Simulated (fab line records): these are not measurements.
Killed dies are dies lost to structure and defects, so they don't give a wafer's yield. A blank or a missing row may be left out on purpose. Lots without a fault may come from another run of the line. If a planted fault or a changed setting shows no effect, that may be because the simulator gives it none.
Comparing a struck lot with a sound one ; flow gf180mcu ; 18 steps out of a route of 602
Sound: these wafers, L764.1, L764.4, L764.6. The struck wafers were L770.2, L770.3, L770.4. The cause is given at the end.
For every step that has rows: the tool of each side, followed by ch and its chambers, followed by its first start. Under that, the readings that differ: sound wafers ; struck wafers ; difference of the means ; sigmas: that difference in standard deviations of wafers without a fault.
alike: a reading whose means differ by less than 2 such deviations, as well as words and numbers matching on both sides. not compared: withheld readings; readings where some wafer has no value; bounds like >300 that might hide an equal value; numbers whose values overlap and for which the record gives no deviation.
Wherever a step has rows on one side only, a row that says differs or no value, or a row with sigmas, the two part there. Numbers that don't overlap but have no deviation are shown without sigmas and don't part them. A reading that every wafer of one side lacks parts them only if that side has two wafers or more.

GF_POLY_GATE_OVL_MEAS_11:
  sound on overlay-01 at day 9 13:13; struck on overlay-01 at day 11 14:52
  alike: POLY_GATE_OVL
GF_POLY_GATE_ETCH_12: etches BARC in N2/H2.
  sound on rie_diel-01 ch 2,3, day 9 13:15; struck on rie_diel-02 ch 2,3, day 11 14:53
  alike: drypump_motor_current_A, oes_product_au, throttle_valve_pct
GF_POLY_GATE_ETCH_13: etches poly-Si in HBr/Cl2, stops on SiO2, target depth 198.5 nm, time 69.6 s.
  sound on rie_si-02 ch 0,1, day 9 13:18; struck on rie_si-01 ch 0,2, day 11 14:57
  alike: drypump_motor_current_A, oes_product_au, throttle_valve_pct
  not compared: rf_hours_counter_h
GF_POLY_GATE_STRIP_14: strips in O2/N2.
  sound on plasma_asher-02 ch 0,1, day 9 13:21; struck on plasma_asher-02 ch 0,1, day 11 15:00
  alike: drypump_motor_current_A, heater_power_w, oes_product_au
  not compared: rf_hours_counter_h
then, 2 steps without rows for these wafers: GF_POLY_GATE_CLEAN_15 (cleans in SC1/SC2, time 150 s); GF_POLY_GATE_OXIDATION_16 (stabilise 600 s, purge 300 s, target thk 4 nm).
GF_POLY_GATE_THK_MEAS_17:
  sound on film_metro-04 at day 9 20:20; struck on film_metro-04 at day 11 17:43
  alike: POLY_GATE_OXIDATION_THK
GF_POLY_GATE_CD_MEAS_18:
  sound on cd_sem-02 at day 9 20:23; struck on cd_sem-02 at day 11 17:48
  alike: cd_nm
then, 4 steps without rows for these wafers: GF_HV_LDD_DEHYDRATE_00 (time 60 s); GF_HV_LDD_HMDS_01 (prime time 60 s); GF_HV_LDD_COAT_02 (resist thk 1000 nm); GF_HV_LDD_SOFTBAKE_03 (time 60 s).
GF_HV_LDD_EXPOSE_04: exposes mask Nplus LV AREA, target cd 400 nm.
  sound on iline_stepper-01 ch 0, day 10 04:28; struck on iline_stepper-01 ch 0, day 12 03:56
reading;sound;struck;difference;sigmas
model.HV_LDD.overlay_x_nm (nm);1.69 1.69 1.69;162 162 162;+160;
  alike: mask
then, 2 steps without rows for these wafers: GF_HV_LDD_PEB_05; GF_HV_LDD_DEVELOP_06 (develop time 60 s).
GF_HV_LDD_CD_MEAS_07 targets a cd of 400 nm.
  sound on cd_sem-01 at day 10 13:20; struck on cd_sem-02 at day 12 12:27
reading;sound;struck;difference;sigmas
cd_nm (nm);402.2 401.9 399.0;396.3 395.8 395.8;-5.1;-2
GF_HV_LDD_OVL_MEAS_08:
  sound on overlay-01 at day 10 13:27; struck on overlay-01 at day 12 12:46
reading;sound;struck;difference;sigmas
HV_LDD_OVL (nm);-1.0 1.6 0.9;160.0 161.8 161.0;+160.4;+99 or more
  not compared: hold
GF_PASSIVATION_PROBE_99:
  rows exist in the record for the sound wafers here (prober-01, day 29 13:14), none for the struck ones

WHERE THEY PART
First at GF_HV_LDD_CD_MEAS_07; last, within this record, at GF_PASSIVATION_PROBE_99.

WHY: what had been put in by the simulator
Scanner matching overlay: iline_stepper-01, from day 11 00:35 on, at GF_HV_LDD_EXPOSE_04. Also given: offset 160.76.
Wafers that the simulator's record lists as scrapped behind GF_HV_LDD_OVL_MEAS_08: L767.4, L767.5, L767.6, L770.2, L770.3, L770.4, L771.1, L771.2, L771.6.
